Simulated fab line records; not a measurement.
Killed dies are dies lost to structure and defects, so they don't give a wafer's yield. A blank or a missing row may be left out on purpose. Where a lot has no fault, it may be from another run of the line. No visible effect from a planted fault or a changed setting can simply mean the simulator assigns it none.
A lot that was struck, set against a sound lot | flow sky130 | 14 steps out of a route of 708
Sound: these wafers, L325.1, L325.3, L325.6. Wafers L330.1, L330.4, L330.6 were the ones struck. At the end, the cause is stated.
Order at every step that has rows: each side's tool, ch and its chambers, its first start. Under that, the readings that differ: sound wafers | struck wafers | difference of the means | sigmas: that difference in standard deviations of wafers without a fault.
alike: same words and numbers on both sides, and readings whose means sit less than 2 such deviations apart. not compared: any withheld reading, any reading some wafer has no value for, any bound like >300 that may hide the same value, and any number with overlapping values for which the record gives no deviation.
The two part at a step that has a row with sigmas, a row that says differs or no value, or rows on one side only. Numbers that have no deviation but don't overlap get no sigmas and don't part them. Lack of a reading on every wafer of one side parts them only where that side has two or more wafers.

first, 6 steps without rows for these wafers: SKY_PASSIVATION_HMDS_05 (prime time 60 s); SKY_PASSIVATION_COAT_06 (resist thk 3000 nm); SKY_PASSIVATION_SOFTBAKE_07; SKY_PASSIVATION_EXPOSE_08 (exposes mask NSM, target cd 3000 nm); SKY_PASSIVATION_PEB_09; SKY_PASSIVATION_DEVELOP_10 (develop time 60 s).
SKY_PASSIVATION_ETCH_11: etches the open film in CF4/O2, stops on AlCu, target depth 725 nm, time 161.1 s.
  sound on rie diel-02 ch 1,3, day 46 09:11; struck on rie diel-04 ch 1,3, day 47 05:31
  alike: O2_flow_sccm, chamber pressure mTorr, drypump motor current A, oes product au, throttle valve pct
  not compared: rf hours counter h
SKY_PASSIVATION_STRIP_12: strips in O2/N2.
  sound on plasma asher-01 ch 0, day 46 09:17; struck on plasma asher-03 ch 0,1, day 47 05:37
  alike: chamber pressure mTorr, drypump motor current A, n2 flow sccm, oes product au, strip time to endpoint s
  not compared: rf hours counter h
then, 4 steps without rows for these wafers: SKY_PAD_OPEN_DEHYDRATE_00 (time 60 s); SKY_PAD_OPEN_HMDS_01 (prime time 60 s); SKY_PAD_OPEN_COAT_02 (resist thk 3000 nm); SKY_PAD_OPEN_SOFTBAKE_03.
SKY_PAD_OPEN_EXPOSE_04: exposes mask PDM, target cd 60000 nm.
  sound on iline stepper-02 ch 0, day 46 19:55; struck on iline stepper-02, day 47 15:53
  no value came back on the struck wafers for exposure dose mJ cm2, focus offset nm (nm); on the sound wafers exposure dose mJ cm2 reads 259.77 260.29 260.28
  alike: mask
next, for these wafers, 1 step has no rows: SKY_PAD_OPEN_PEB_05.

WHERE THEY PART
SKY_PAD_OPEN_EXPOSE_04 only, going by this record.

WHY: what the simulator had put in
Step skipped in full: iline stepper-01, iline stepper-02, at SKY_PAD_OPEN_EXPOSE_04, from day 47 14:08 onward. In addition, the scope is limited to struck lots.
